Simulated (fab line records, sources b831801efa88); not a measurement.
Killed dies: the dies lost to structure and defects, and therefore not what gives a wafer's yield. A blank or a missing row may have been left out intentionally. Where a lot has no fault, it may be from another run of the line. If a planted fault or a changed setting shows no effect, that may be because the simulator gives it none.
A single fault, viewed from 2 desks + flow sfq line + numbers are kept per desk, each desk with only its own; the story behind them comes last

## METROLOGY DESK
Lot by lot, what the gauges showed, no matter which tool ran the lot: averages of those sampled wafers that carry a number. Marked OUT: a lot whose mean sits more than 4 standard deviations from the usual mean, which makes it out of limits; the brackets give that distance.
Columns: A = I0_BOW at SFQ_I0_BOW_MEAS_907, usual 2 um; B = M6_NB_RS at SFQ_M6_RS_MEAS_938, usual 0.890 ohm/sq
| lot  | first seen here | A  | B     |
|------|-----------------|----|-------|
| L629 | day 11 16:17    | 4  | 0.898 |
| L630 | day 11 18:42    | -4 | 0.889 |
| L633 | day 13 02:20    | -4 | 0.897 |
| L635 | day 13 19:34    | 3  | 0.900 |
| L637 | day 14 17:13    | -2 | 0.895 |
| L638 | day 15 01:52    | 2  | 0.897 |
| L639 | day 15 10:52    | 5  | 0.874 |
| L640 | day 15 17:32    | 4  | 0.888 |
| L641 | day 15 20:38    | -7 | 0.878 |
| L642 | day 16 05:33    | 0  | 0.902 |
| L649 | day 18 20:47    | 3  | 0.904 |
| L650 | day 19 04:00    | 0  | 0.883 |
| L651 | day 19 11:18    | 0  | 0.894 |
| L652 | day 19 19:07    | 4  | 0.885 |
Finding of this desk: none of the 14 lots has anything out of limits.

## AT THE TOOL OWNER'S DESK: cmp-02
The tool's own readings at SFQ_TRILAYER_I2_CMP_CMP_064 (polishes SiO2): means of the sampled wafers that have a number, for each lot that ran on this tool. Marked OUT: a lot whose mean sits more than 4 standard deviations from the usual mean, which makes it out of limits; the brackets give that distance.
Columns: A = head pressure psi at SFQ_TRILAYER_I2_CMP_CMP_064, usual 3.000 psi; B = motor current A at SFQ_TRILAYER_I2_CMP_CMP_064, usual 10.4 A; C = time to endpoint s at SFQ_TRILAYER_I2_CMP_CMP_064, usual 215 s
| lot  | first seen here | A               | B    | C   |
|------|-----------------|-----------------|------|-----|
| L629 | day 36 14:23    | 2.997           | 10.7 | 224 |
| L630 | day 36 16:53    | 3.002           | 9.9  | 205 |
| L633 | day 37 15:13    | 3.000           | 11.3 | 214 |
| L635 | day 38 07:17    | 2.999           | 10.6 | 212 |
| L637 | day 39 13:55    | 3.001           | 10.5 | 218 |
| L638 | day 39 18:01    | 2.998           | 10.2 | 223 |
| L640 | day 40 00:31    | 3.004           | 11.2 | 222 |
| L642 | day 40 02:31    | 3.005           | 10.9 | 217 |
| L649 | day 40 18:01    | 3.129 (+22) OUT | 9.5  | 210 |
| L651 | day 40 20:31    | 3.059 (+10) OUT | 9.7  | 209 |
This desk's finding: out of limits on L649, L651; first on L649, day 40 18:01 (head pressure psi at SFQ_TRILAYER_I2_CMP_CMP_064). Within limits: L629, L630, L633, L635, L637, L638, L640, L642.

## PUT TOGETHER
The tool owner's desk could have raised an alarm at day 40 18:01, on L649, L651.
Metrology desk: nothing out of limits seen.
The metrology desk has L649, L651 on record, within its limits.
SFQ_TRILAYER_I2_CMP_CMP_064 was run on cmp-02 by each of the lots named.

## WHAT THE SIMULATOR HAD INSERTED
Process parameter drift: cmp-02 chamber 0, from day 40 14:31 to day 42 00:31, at SFQ_TRILAYER_I2_CMP_CMP_064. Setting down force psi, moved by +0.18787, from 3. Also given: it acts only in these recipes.
Struck lots among those shown: L649, L651.
Hours from the fault's start to each desk's first reading out of limits: the tool owner's desk, 4.
